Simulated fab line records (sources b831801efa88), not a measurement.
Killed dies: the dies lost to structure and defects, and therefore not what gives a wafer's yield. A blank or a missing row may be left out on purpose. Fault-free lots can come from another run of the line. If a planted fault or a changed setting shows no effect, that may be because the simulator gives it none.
Comparing a struck lot with a sound one | flow sky130 | 17 out of 708 route steps
Sound: wafers L876.1, L876.5, L876.6. Struck: wafer L886.2 (left out: L886.4, a lot-mate that was not struck); the cause follows at the end.
For every step that has rows: the tool of each side, followed by ch and its chambers, followed by its first start. Under that, the readings that differ: sound wafers | struck wafers | difference of the means | sigmas: that difference in standard deviations of wafers without a fault.
alike: a reading whose means differ by less than 2 such deviations, as well as words and numbers matching on both sides. not compared: withheld readings; readings where some wafer has no value; bounds like >300 that might hide an equal value; numbers whose values overlap and for which the record gives no deviation.
A row with sigmas, a row that says differs or no value, or rows on one side alone: a step with any of these is where the two part. Numbers that have no deviation but don't overlap get no sigmas and don't part them. Lack of a reading on every wafer of one side parts them only where that side has two or more wafers.

first, 2 steps without rows for these wafers: SKY_NWELL_IMPLANT_12; SKY_NWELL_IMPLANT_13.
SKY_NWELL_STRIP_14: strips in O2/N2.
  sound on plasma_asher-04 ch 0,1, day 6 22:02; struck on plasma_asher-04 ch 1, day 8 21:17
  alike: drypump_motor_current_A, oes_product_au, strip_time_to_endpoint_s
  not compared: rf_hours_counter_h
SKY_NWELL_TW_MEAS_15:
  sound on film_metro-02, day 6 22:08; struck on film_metro-02, day 8 21:24
  alike: NWELL_TW
then, 7 steps without rows for these wafers: SKY_NWELL_DEHYDRATE_16 (time 60 s); SKY_NWELL_HMDS_17 (prime time 60 s); SKY_NWELL_COAT_18 (resist thk 3000 nm); SKY_NWELL_SOFTBAKE_19; SKY_NWELL_EXPOSE_20 (exposes mask NWM COMPLEMENT, target cd 840 nm); SKY_NWELL_PEB_21; SKY_NWELL_DEVELOP_22 (develop time 60 s).
SKY_NWELL_OVL_MEAS_23:
  sound on overlay-01, day 7 17:09; struck on overlay-02, day 9 17:52
  alike: NWELL_01_OVL
SKY_NWELL_IMPLANT_24:
  sound on implanter-01 ch 0, day 7 17:11; struck on implanter-01 ch 0, day 9 17:55
  alike: end_station_pressure_torr
SKY_NWELL_STRIP_25: strips in O2/N2.
  sound on plasma_asher-04 ch 0,1, day 7 17:20; struck on plasma_asher-03 ch 0, day 9 18:02
  alike: drypump_motor_current_A, oes_product_au, strip_time_to_endpoint_s
  not compared: rf_hours_counter_h
SKY_NWELL_TW_MEAS_26:
  sound on film_metro-02, day 7 17:26; struck on film_metro-03, day 9 18:09
  reading    | sound       | struck | difference | sigmas
  NWELL_2_TW | 495 494 497 | 467    | -28        | -8
then, 1 step without rows for these wafers: SKY_NWELL_CLEAN_27 (cleans in SC1/SC2, time 150 s).
-- the record jumps here: 40 days lie between the struck wafers' starts before and after (it left off in module NWELL and takes up again in module PAD_OPEN, whose first step shown is number 708 of the route) --
SKY_PAD_OPEN_PROBE_99:
  sound on prober-01, day 48 02:04; struck on prober-02, day 49 20:56
  reading                                                    | sound                         | struck    | difference | sigmas
  killed_dies                                                | 73 89 91                      | 103       | +19        | +2
  model.etest.pfet_16v.r_on_ohm_um                           | 1.541e+04 1.488e+04 1.513e+04 | 1.933e+04 | +4.190e+03 |
  model.etest.res_iso_pwell.rs_ohm_sq                        | 3162 2956 3079                | 4792      | +1726      |
  model.etest.res_pwell_under_gate.rs_ohm_sq                 | 2263 2286 2279                | 2997      | +721       |
  model.etest.res_pwell_under_gate.rs_ohm_sq_range           | 52.42 66.06 52.19             | 755.1     | +698.2     |
  model.etest.res_iso_pwell.line_ohm_um                      | 1196 1127 1154                | 1845      | +686       |
  model.etest.res_pwell_under_gate.rs_ohm_sq_rim_less_centre | 13.47 24.97 10.78             | -326      | -342       |
  model.etest.pfet_16v.drive_ua_um                           | 243.4 248.8 247               | 180.4     | -66.0      |
  model.etest.tip_n_5v.rs_ohm_sq                             | 1387 1388 1396                | 1366      | -24        |
  alike: killed_at_M0_to_M3, killed_at_M4_up, killed_at_contacts, killed_at_front_end, killed_at_other, killed_open, killed_short

== WHERE THEY PART ==
Earliest at SKY_NWELL_TW_MEAS_26; latest, in this record, at SKY_PAD_OPEN_PROBE_99.

WHY: what had been put in by the simulator
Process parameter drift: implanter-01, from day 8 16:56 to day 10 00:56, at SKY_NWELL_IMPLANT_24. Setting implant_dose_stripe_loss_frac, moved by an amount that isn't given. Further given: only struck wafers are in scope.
